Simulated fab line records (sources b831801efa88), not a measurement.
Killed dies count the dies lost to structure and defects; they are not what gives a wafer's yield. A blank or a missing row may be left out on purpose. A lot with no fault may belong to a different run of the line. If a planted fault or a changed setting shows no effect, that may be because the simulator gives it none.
Which of the tools did it? || flow sfq-line || 14 lots, 42 wafers sampled, at 6 steps of a route of 325

WHAT EACH GAUGE READ, for each wafer
SFQ_R5_RS_MEAS_933: measures by four-point-probe. Usual: for R5_MONX_RS the level is 7.05 ohm/sq and the standard deviation is 0.12.
{"lot": "L412", "measured": "day 48 02:30", "on": "film-metro-01", "R5_MONX_RS (ohm/sq)": "6.91 6.98 6.95", "flag": ""}
{"lot": "L416", "measured": "day 50 07:04", "on": "film-metro-01", "R5_MONX_RS (ohm/sq)": "6.99 7.00 7.05", "flag": ""}
{"lot": "L417", "measured": "day 50 19:02", "on": "film-metro-02", "R5_MONX_RS (ohm/sq)": "7.08 7.20 7.07", "flag": ""}
{"lot": "L418", "measured": "day 51 05:41", "on": "film-metro-01", "R5_MONX_RS (ohm/sq)": "6.95 6.97 6.98", "flag": ""}
{"lot": "L419", "measured": "day 51 16:04", "on": "film-metro-03", "R5_MONX_RS (ohm/sq)": "7.20 7.07 7.00", "flag": ""}
{"lot": "L421", "measured": "day 52 08:41", "on": "film-metro-01", "R5_MONX_RS (ohm/sq)": "6.95 6.92 7.01", "flag": ""}
{"lot": "L422", "measured": "day 52 14:43", "on": "film-metro-03", "R5_MONX_RS (ohm/sq)": "7.11 7.08 7.03", "flag": ""}
{"lot": "L423", "measured": "day 52 18:44", "on": "film-metro-03", "R5_MONX_RS (ohm/sq)": "7.08 7.33 7.31", "flag": ""}
{"lot": "L424", "measured": "day 52 23:42", "on": "film-metro-03", "R5_MONX_RS (ohm/sq)": "6.92 4.69 6.94", "flag": "OFF"}
{"lot": "L427", "measured": "day 53 19:01", "on": "film-metro-02", "R5_MONX_RS (ohm/sq)": "6.89 7.08 6.93", "flag": ""}
{"lot": "L428", "measured": "day 54 00:41", "on": "film-metro-01", "R5_MONX_RS (ohm/sq)": "7.08 6.97 6.91", "flag": ""}
{"lot": "L429", "measured": "day 54 03:41", "on": "film-metro-03", "R5_MONX_RS (ohm/sq)": "4.71 4.74 4.79", "flag": "OFF"}
{"lot": "L430", "measured": "day 54 09:41", "on": "film-metro-02", "R5_MONX_RS (ohm/sq)": "6.96 7.05 7.26", "flag": ""}
{"lot": "L432", "measured": "day 55 03:01", "on": "film-metro-03", "R5_MONX_RS (ohm/sq)": "6.92 6.95 6.84", "flag": ""}

SFQ_R5_THK_MEAS_934: measures by xrf. Usual: for R5_MONX_THK the level is 39.2 nm and the standard deviation is 0.69.
{"lot": "L412", "measured": "day 48 02:37", "on": "film-metro-01", "R5_MONX_THK (nm)": "39.5 39.1 39.1", "flag": ""}
{"lot": "L416", "measured": "day 50 07:10", "on": "film-metro-01", "R5_MONX_THK (nm)": "39.3 39.1 39.2", "flag": ""}
{"lot": "L417", "measured": "day 50 19:09", "on": "film-metro-02", "R5_MONX_THK (nm)": "39.0 38.4 39.2", "flag": ""}
{"lot": "L418", "measured": "day 51 05:48", "on": "film-metro-01", "R5_MONX_THK (nm)": "39.0 39.1 39.0", "flag": ""}
{"lot": "L419", "measured": "day 51 16:10", "on": "film-metro-03", "R5_MONX_THK (nm)": "38.2 39.2 39.4", "flag": ""}
{"lot": "L421", "measured": "day 52 08:48", "on": "film-metro-01", "R5_MONX_THK (nm)": "39.5 39.7 39.2", "flag": ""}
{"lot": "L422", "measured": "day 52 14:49", "on": "film-metro-03", "R5_MONX_THK (nm)": "39.0 39.1 39.6", "flag": ""}
{"lot": "L423", "measured": "day 52 18:52", "on": "film-metro-03", "R5_MONX_THK (nm)": "38.8 37.7 37.9", "flag": ""}
{"lot": "L424", "measured": "day 52 23:49", "on": "film-metro-03", "R5_MONX_THK (nm)": "40.0 60.4 39.7", "flag": "OFF"}
{"lot": "L427", "measured": "day 53 19:07", "on": "film-metro-02", "R5_MONX_THK (nm)": "40.5 39.4 39.9", "flag": ""}
{"lot": "L428", "measured": "day 54 00:48", "on": "film-metro-01", "R5_MONX_THK (nm)": "38.5 39.3 39.4", "flag": ""}
{"lot": "L429", "measured": "day 54 03:48", "on": "film-metro-03", "R5_MONX_THK (nm)": "60.0 59.6 58.9", "flag": "OFF"}
{"lot": "L430", "measured": "day 54 09:48", "on": "film-metro-02", "R5_MONX_THK (nm)": "39.5 39.3 38.2", "flag": ""}
{"lot": "L432", "measured": "day 55 03:08", "on": "film-metro-03", "R5_MONX_THK (nm)": "40.3 40.3 40.7", "flag": ""}

EACH LOT AND THE TOOL THAT RAN IT (in order: tool; ch and the chambers of the sampled wafers; start)
{"lot": "L412", "SFQ_TRILAYER_M5_STRIP_STRIP_127": "rie-metal-01 ch 0,1, day 45 01:44", "SFQ_TRILAYER_A5B_CMP_CMP_130": "cmp-01 ch 0,2,3, day 47 22:42", "SFQ_TRILAYER_R5_DEP_SPUTTER_132": "pvd-sputter-05, day 48 02:24", "SFQ_TRILAYER_R5_DEP_SPUTTER_133": "pvd-sputter-05, day 48 02:25"}
{"lot": "L416", "SFQ_TRILAYER_M5_STRIP_STRIP_127": "rie-metal-01 ch 0,1, day 47 09:08", "SFQ_TRILAYER_A5B_CMP_CMP_130": "cmp-02 ch 2,3, day 50 03:14", "SFQ_TRILAYER_R5_DEP_SPUTTER_132": "pvd-sputter-03, day 50 06:56", "SFQ_TRILAYER_R5_DEP_SPUTTER_133": "pvd-sputter-03, day 50 06:58"}
{"lot": "L417", "SFQ_TRILAYER_M5_STRIP_STRIP_127": "rie-metal-02 ch 0, day 47 18:32", "SFQ_TRILAYER_A5B_CMP_CMP_130": "cmp-02 ch 1,3, day 50 15:14", "SFQ_TRILAYER_R5_DEP_SPUTTER_132": "pvd-sputter-03, day 50 18:56", "SFQ_TRILAYER_R5_DEP_SPUTTER_133": "pvd-sputter-03, day 50 18:58"}
{"lot": "L418", "SFQ_TRILAYER_M5_STRIP_STRIP_127": "rie-metal-03 ch 0,1, day 48 08:56", "SFQ_TRILAYER_A5B_CMP_CMP_130": "cmp-01 ch 0,1, day 51 01:23", "SFQ_TRILAYER_R5_DEP_SPUTTER_132": "pvd-sputter-05, day 51 05:35", "SFQ_TRILAYER_R5_DEP_SPUTTER_133": "pvd-sputter-05, day 51 05:36"}
{"lot": "L419", "SFQ_TRILAYER_M5_STRIP_STRIP_127": "rie-metal-02 ch 0,1, day 48 17:32", "SFQ_TRILAYER_A5B_CMP_CMP_130": "cmp-02 ch 1,2, day 51 11:44", "SFQ_TRILAYER_R5_DEP_SPUTTER_132": "pvd-sputter-03, day 51 15:56", "SFQ_TRILAYER_R5_DEP_SPUTTER_133": "pvd-sputter-03, day 51 15:58"}
{"lot": "L421", "SFQ_TRILAYER_M5_STRIP_STRIP_127": "rie-metal-01 ch 0,1, day 49 12:32", "SFQ_TRILAYER_A5B_CMP_CMP_130": "cmp-01 ch 1,2,3, day 52 04:53", "SFQ_TRILAYER_R5_DEP_SPUTTER_132": "pvd-sputter-03, day 52 08:35", "SFQ_TRILAYER_R5_DEP_SPUTTER_133": "pvd-sputter-03, day 52 08:36"}
{"lot": "L422", "SFQ_TRILAYER_M5_STRIP_STRIP_127": "rie-metal-03 ch 0,1, day 49 21:08", "SFQ_TRILAYER_A5B_CMP_CMP_130": "cmp-01 ch 0,2, day 52 10:23", "SFQ_TRILAYER_R5_DEP_SPUTTER_132": "pvd-sputter-03, day 52 14:35", "SFQ_TRILAYER_R5_DEP_SPUTTER_133": "pvd-sputter-03, day 52 14:36"}
{"lot": "L423", "SFQ_TRILAYER_M5_STRIP_STRIP_127": "rie-metal-01 ch 0, day 50 01:46", "SFQ_TRILAYER_A5B_CMP_CMP_130": "cmp-02 ch 0,2,3, day 52 14:27", "SFQ_TRILAYER_R5_DEP_SPUTTER_132": "pvd-sputter-03, day 52 18:39", "SFQ_TRILAYER_R5_DEP_SPUTTER_133": "pvd-sputter-03, day 52 18:40"}
{"lot": "L424", "SFQ_TRILAYER_M5_STRIP_STRIP_127": "rie-metal-03 ch 0,1, day 50 05:22", "SFQ_TRILAYER_A5B_CMP_CMP_130": "cmp-01 ch 0,1,2, day 52 20:23", "SFQ_TRILAYER_R5_DEP_SPUTTER_132": "pvd-sputter-03, day 52 23:35", "SFQ_TRILAYER_R5_DEP_SPUTTER_133": "pvd-sputter-03, day 52 23:36"}
{"lot": "L427", "SFQ_TRILAYER_M5_STRIP_STRIP_127": "rie-metal-01 ch 0,1, day 51 01:44", "SFQ_TRILAYER_A5B_CMP_CMP_130": "cmp-02 ch 0,1, day 53 14:41", "SFQ_TRILAYER_R5_DEP_SPUTTER_132": "pvd-sputter-05, day 53 18:53", "SFQ_TRILAYER_R5_DEP_SPUTTER_133": "pvd-sputter-05, day 53 18:54"}
{"lot": "L428", "SFQ_TRILAYER_M5_STRIP_STRIP_127": "rie-metal-03 ch 0,1, day 51 07:32", "SFQ_TRILAYER_A5B_CMP_CMP_130": "cmp-01 ch 0,2,3, day 53 20:53", "SFQ_TRILAYER_R5_DEP_SPUTTER_132": "pvd-sputter-05, day 54 00:35", "SFQ_TRILAYER_R5_DEP_SPUTTER_133": "pvd-sputter-05, day 54 00:36"}
{"lot": "L429", "SFQ_TRILAYER_M5_STRIP_STRIP_127": "rie-metal-02 ch 0,1, day 51 13:38", "SFQ_TRILAYER_A5B_CMP_CMP_130": "cmp-01 ch 0,1,2, day 53 23:23", "SFQ_TRILAYER_R5_DEP_SPUTTER_132": "pvd-sputter-03, day 54 03:35", "SFQ_TRILAYER_R5_DEP_SPUTTER_133": "pvd-sputter-03, day 54 03:36"}
{"lot": "L430", "SFQ_TRILAYER_M5_STRIP_STRIP_127": "rie-metal-02 ch 0,1, day 51 20:50", "SFQ_TRILAYER_A5B_CMP_CMP_130": "cmp-01 ch 0,1,3, day 54 05:23", "SFQ_TRILAYER_R5_DEP_SPUTTER_132": "pvd-sputter-04, day 54 09:35", "SFQ_TRILAYER_R5_DEP_SPUTTER_133": "pvd-sputter-04, day 54 09:36"}
{"lot": "L432", "SFQ_TRILAYER_M5_STRIP_STRIP_127": "rie-metal-03 ch 0, day 52 17:44", "SFQ_TRILAYER_A5B_CMP_CMP_130": "cmp-02 ch 0,1,3, day 54 22:43", "SFQ_TRILAYER_R5_DEP_SPUTTER_132": "pvd-sputter-05, day 55 02:55", "SFQ_TRILAYER_R5_DEP_SPUTTER_133": "pvd-sputter-05, day 55 02:56"}
- SFQ_TRILAYER_M5_STRIP_STRIP_127: strips in O2.
- SFQ_TRILAYER_A5B_CMP_CMP_130: polishes, stops on Nb, target thk 340.7 nm.
- SFQ_TRILAYER_R5_DEP_SPUTTER_132: material Ti, target thk 5 nm, time 5 s.
- SFQ_TRILAYER_R5_DEP_SPUTTER_133: material MoNx, target thk 40 nm, time 66.7 s.

AS READ BY THE TOOLS THEMSELVES (means over the sampled wafers that have a number; for cases with no such wafer, the mark the record gives instead)
SFQ_TRILAYER_M5_STRIP_STRIP_127. Usual: drypump-motor-current-A 6.0 A, standard deviation 0.34; oes-product-au 1.004 a.u., standard deviation 0.011.
{"lot": "L412", "tool": "rie-metal-01", "drypump-motor-current-A (A)": 6.3, "oes-product-au (a.u.)": 0.997, "flag": ""}
{"lot": "L416", "tool": "rie-metal-01", "drypump-motor-current-A (A)": 6.2, "oes-product-au (a.u.)": 0.995, "flag": ""}
{"lot": "L417", "tool": "rie-metal-02", "drypump-motor-current-A (A)": 5.6, "oes-product-au (a.u.)": 1.006, "flag": ""}
{"lot": "L418", "tool": "rie-metal-03", "drypump-motor-current-A (A)": 6.1, "oes-product-au (a.u.)": 0.994, "flag": ""}
{"lot": "L419", "tool": "rie-metal-02", "drypump-motor-current-A (A)": 5.7, "oes-product-au (a.u.)": 0.998, "flag": ""}
{"lot": "L421", "tool": "rie-metal-01", "drypump-motor-current-A (A)": 6.2, "oes-product-au (a.u.)": 0.998, "flag": ""}
{"lot": "L422", "tool": "rie-metal-03", "drypump-motor-current-A (A)": 6.1, "oes-product-au (a.u.)": 1.014, "flag": ""}
{"lot": "L423", "tool": "rie-metal-01", "drypump-motor-current-A (A)": 6.2, "oes-product-au (a.u.)": 0.991, "flag": ""}
{"lot": "L424", "tool": "rie-metal-03", "drypump-motor-current-A (A)": 6.1, "oes-product-au (a.u.)": 1.005, "flag": ""}
{"lot": "L427", "tool": "rie-metal-01", "drypump-motor-current-A (A)": 6.3, "oes-product-au (a.u.)": 0.993, "flag": ""}
{"lot": "L428", "tool": "rie-metal-03", "drypump-motor-current-A (A)": 6.4, "oes-product-au (a.u.)": 0.997, "flag": ""}
{"lot": "L429", "tool": "rie-metal-02", "drypump-motor-current-A (A)": 5.6, "oes-product-au (a.u.)": 1.006, "flag": ""}
{"lot": "L430", "tool": "rie-metal-02", "drypump-motor-current-A (A)": 5.7, "oes-product-au (a.u.)": 1.009, "flag": ""}
{"lot": "L432", "tool": "rie-metal-03", "drypump-motor-current-A (A)": 5.9, "oes-product-au (a.u.)": 1.018, "flag": ""}

SFQ_TRILAYER_A5B_CMP_CMP_130. Usual: motor-current-A 10.8 A, standard deviation 1.
{"lot": "L412", "tool": "cmp-01", "motor-current-A (A)": 11.2, "flag": ""}
{"lot": "L416", "tool": "cmp-02", "motor-current-A (A)": 10.5, "flag": ""}
{"lot": "L417", "tool": "cmp-02", "motor-current-A (A)": 9.7, "flag": ""}
{"lot": "L418", "tool": "cmp-01", "motor-current-A (A)": 11.9, "flag": ""}
{"lot": "L419", "tool": "cmp-02", "motor-current-A (A)": 9.8, "flag": ""}
{"lot": "L421", "tool": "cmp-01", "motor-current-A (A)": 11.4, "flag": ""}
{"lot": "L422", "tool": "cmp-01", "motor-current-A (A)": 10.9, "flag": ""}
{"lot": "L423", "tool": "cmp-02", "motor-current-A (A)": 10.1, "flag": ""}
{"lot": "L424", "tool": "cmp-01", "motor-current-A (A)": 11.4, "flag": ""}
{"lot": "L427", "tool": "cmp-02", "motor-current-A (A)": 9.7, "flag": ""}
{"lot": "L428", "tool": "cmp-01", "motor-current-A (A)": 11.1, "flag": ""}
{"lot": "L429", "tool": "cmp-01", "motor-current-A (A)": 11.6, "flag": ""}
{"lot": "L430", "tool": "cmp-01", "motor-current-A (A)": 11.4, "flag": ""}
{"lot": "L432", "tool": "cmp-02", "motor-current-A (A)": 10.0, "flag": ""}

SFQ_TRILAYER_R5_DEP_SPUTTER_132. Usual: throttle-valve-pct 30.2 %, standard deviation 0.72.
{"lot": "L412", "tool": "pvd-sputter-05", "throttle-valve-pct (%)": 30.1, "flag": ""}
{"lot": "L416", "tool": "pvd-sputter-03", "throttle-valve-pct (%)": 31.1, "flag": ""}
{"lot": "L417", "tool": "pvd-sputter-03", "throttle-valve-pct (%)": 29.7, "flag": ""}
{"lot": "L418", "tool": "pvd-sputter-05", "throttle-valve-pct (%)": 29.8, "flag": ""}
{"lot": "L419", "tool": "pvd-sputter-03", "throttle-valve-pct (%)": 30.0, "flag": ""}
{"lot": "L421", "tool": "pvd-sputter-03", "throttle-valve-pct (%)": 30.7, "flag": ""}
{"lot": "L422", "tool": "pvd-sputter-03", "throttle-valve-pct (%)": 30.7, "flag": ""}
{"lot": "L423", "tool": "pvd-sputter-03", "throttle-valve-pct (%)": 30.2, "flag": ""}
{"lot": "L424", "tool": "pvd-sputter-03", "throttle-valve-pct (%)": 31.0, "flag": ""}
{"lot": "L427", "tool": "pvd-sputter-05", "throttle-valve-pct (%)": 29.7, "flag": ""}
{"lot": "L428", "tool": "pvd-sputter-05", "throttle-valve-pct (%)": 29.9, "flag": ""}
{"lot": "L429", "tool": "pvd-sputter-03", "throttle-valve-pct (%)": 30.5, "flag": ""}
{"lot": "L430", "tool": "pvd-sputter-04", "throttle-valve-pct (%)": 29.6, "flag": ""}
{"lot": "L432", "tool": "pvd-sputter-05", "throttle-valve-pct (%)": 30.0, "flag": ""}

SFQ_TRILAYER_R5_DEP_SPUTTER_133. Usual: throttle-valve-pct 30.2 %, standard deviation 0.71.
{"lot": "L412", "tool": "pvd-sputter-05", "throttle-valve-pct (%)": 30.1, "flag": ""}
{"lot": "L416", "tool": "pvd-sputter-03", "throttle-valve-pct (%)": 31.0, "flag": ""}
{"lot": "L417", "tool": "pvd-sputter-03", "throttle-valve-pct (%)": 29.6, "flag": ""}
{"lot": "L418", "tool": "pvd-sputter-05", "throttle-valve-pct (%)": 29.9, "flag": ""}
{"lot": "L419", "tool": "pvd-sputter-03", "throttle-valve-pct (%)": 30.0, "flag": ""}
{"lot": "L421", "tool": "pvd-sputter-03", "throttle-valve-pct (%)": 30.6, "flag": ""}
{"lot": "L422", "tool": "pvd-sputter-03", "throttle-valve-pct (%)": 30.7, "flag": ""}
{"lot": "L423", "tool": "pvd-sputter-03", "throttle-valve-pct (%)": 30.2, "flag": ""}
{"lot": "L424", "tool": "pvd-sputter-03", "throttle-valve-pct (%)": 31.0, "flag": ""}
{"lot": "L427", "tool": "pvd-sputter-05", "throttle-valve-pct (%)": 29.8, "flag": ""}
{"lot": "L428", "tool": "pvd-sputter-05", "throttle-valve-pct (%)": 30.1, "flag": ""}
{"lot": "L429", "tool": "pvd-sputter-03", "throttle-valve-pct (%)": 30.5, "flag": ""}
{"lot": "L430", "tool": "pvd-sputter-04", "throttle-valve-pct (%)": 29.6, "flag": ""}
{"lot": "L432", "tool": "pvd-sputter-05", "throttle-valve-pct (%)": 30.0, "flag": ""}

THE ANSWER, worked out from the rows above alone
Rule: a lot counts as off when the mean over its wafers that have a number is more than 3 standard deviations away from the usual mean. A lot without any number at a reading at which 4 lots or more have one is off too. Any other lot the step has rows for is counted as sound. Order of review: gauges by route order, followed by the tools' own readings, for which a lot's mean as printed above is used. The first step at which some lot is off is used, and at that step the reading that is off furthest; a lot without a number counts as furthest.
Off: L424, L429, at SFQ_R5_RS_MEAS_933 (R5_MONX_RS).
If a tool, at a process step before that reading, ran all the lots that are off and no sound lot after the first of them, it fits. The gauges at SFQ_R5_RS_MEAS_933 are tried like those tools. One fits: SFQ_TRILAYER_R5_DEP_SPUTTER_132 and SFQ_TRILAYER_R5_DEP_SPUTTER_133 on pvd-sputter-03. At SFQ_TRILAYER_R5_DEP_SPUTTER_132 its last sound lot is L423 (day 52 18:39), its first lot that is off L424 (day 52 23:35): a fault that began between those two fits.

WHAT WAS PUT IN BY THE SIMULATOR
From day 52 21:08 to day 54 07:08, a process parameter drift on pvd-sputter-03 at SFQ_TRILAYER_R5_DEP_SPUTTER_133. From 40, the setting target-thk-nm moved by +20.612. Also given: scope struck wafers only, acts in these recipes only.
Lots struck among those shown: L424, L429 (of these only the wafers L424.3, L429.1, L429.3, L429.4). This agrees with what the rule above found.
